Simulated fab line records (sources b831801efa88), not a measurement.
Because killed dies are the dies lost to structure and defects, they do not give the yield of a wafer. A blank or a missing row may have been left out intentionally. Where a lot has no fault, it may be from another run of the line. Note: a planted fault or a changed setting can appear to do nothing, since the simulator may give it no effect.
A struck lot beside a sound one :: flow sky130 :: 15 steps out of a route of 708
Sound: the wafers L481.1, L481.3, L481.6. Wafers struck: L483.2, L483.3, L483.4. The cause is given at the end.
At each step with rows: each side's tool, then ch and its chambers, then its first start. Under that, the readings that differ: sound wafers :: struck wafers :: difference of the means :: sigmas: that difference in standard deviations of wafers without a fault.
alike: readings whose means differ by less than 2 such deviations, and words and numbers that are the same on both sides. not compared: withheld readings, readings that some wafer has no value for, bounds like >300 that may hide the same value, and numbers for which the record gives no deviation and whose values overlap.
A row with sigmas, a row that says differs or no value, or rows on one side alone: a step with any of these is where the two part. Numbers that don't overlap but have no deviation are shown without sigmas and don't part them. Lack of a reading on every wafer of one side parts them only where that side has two or more wafers.

first, 2 steps without rows for these wafers: SKY_NWELL_IMPLANT_12; SKY_NWELL_IMPLANT_13.
SKY_NWELL_STRIP_14: strips in O2/N2.
  sound on plasma-asher-04 ch 0,1, day 7 11:59; struck on plasma-asher-04 ch 0,1, day 7 21:31
  alike: drypump-motor-current-A, n2-flow-sccm, o2-flow-sccm, oes-product-au, strip-time-to-endpoint-s
  not compared: rf-hours-counter-h
SKY_NWELL_TW_MEAS_15:
  struck on film-metro-04, day 7 21:37; sound on film-metro-04, day 7 12:05
  alike: NWELL_TW
then, 7 steps without rows for these wafers: SKY_NWELL_DEHYDRATE_16 (time 60 s); SKY_NWELL_HMDS_17 (prime time 60 s); SKY_NWELL_COAT_18 (resist thk 3000 nm); SKY_NWELL_SOFTBAKE_19; SKY_NWELL_EXPOSE_20 (exposes mask NWM COMPLEMENT, target cd 840 nm); SKY_NWELL_PEB_21; SKY_NWELL_DEVELOP_22 (develop time 60 s).
SKY_NWELL_OVL_MEAS_23:
  struck on overlay-02, day 8 18:37; sound on overlay-02, day 8 08:02
reading: NWELL_01_OVL (nm)
sound: 3.5 2.8 1.2
struck: -2.4 -0.8 -1.3
difference: -4.0
sigmas: -3
SKY_NWELL_IMPLANT_24:
  sound on implanter-01 ch 0, day 8 08:04; struck on implanter-01 ch 0, day 8 18:40
reading: beam-energy-keV
sound: 139.98 139.93 139.96
struck: 135.60 135.62 135.51
difference: -4.38
sigmas: -99 or more

reading: model.implant.drp-nm (nm)
sound: 95.47 95.47 95.47
struck: 94.29 94.29 94.29
difference: -1.18
sigmas: 
SKY_NWELL_STRIP_25: strips in O2/N2.
  sound on plasma-asher-04 ch 0,1, day 8 08:13; struck on plasma-asher-04 ch 0,1, day 8 18:47
reading: n2-flow-sccm (sccm)
sound: 301.0 299.7 301.3
struck: 299.2 298.1 299.1
difference: -1.9
sigmas: -2
  alike: drypump-motor-current-A, o2-flow-sccm, oes-product-au, strip-time-to-endpoint-s
  not compared: rf-hours-counter-h
-- the record jumps here: 40 days lie between the struck wafers' starts before and after (it left off in module NWELL and takes up again in module PAD_OPEN, whose first step shown is number 708 of the route) --
SKY_PAD_OPEN_PROBE_99:
  struck on prober-01, day 49 05:03; sound on prober-01, day 48 17:27
  alike: killed_at_M0_to_M3, killed_at_M4_up, killed-at-contacts, killed-at-front-end, killed-at-other, killed-dies, killed-on-rim, killed-open, killed-short

## WHERE THEY PART
Earliest at SKY_NWELL_OVL_MEAS_23; latest, in this record, at SKY_NWELL_STRIP_25. Later steps at which nothing parts them and some readings are alike: SKY_PAD_OPEN_PROBE_99.

WHY: what the simulator had put in
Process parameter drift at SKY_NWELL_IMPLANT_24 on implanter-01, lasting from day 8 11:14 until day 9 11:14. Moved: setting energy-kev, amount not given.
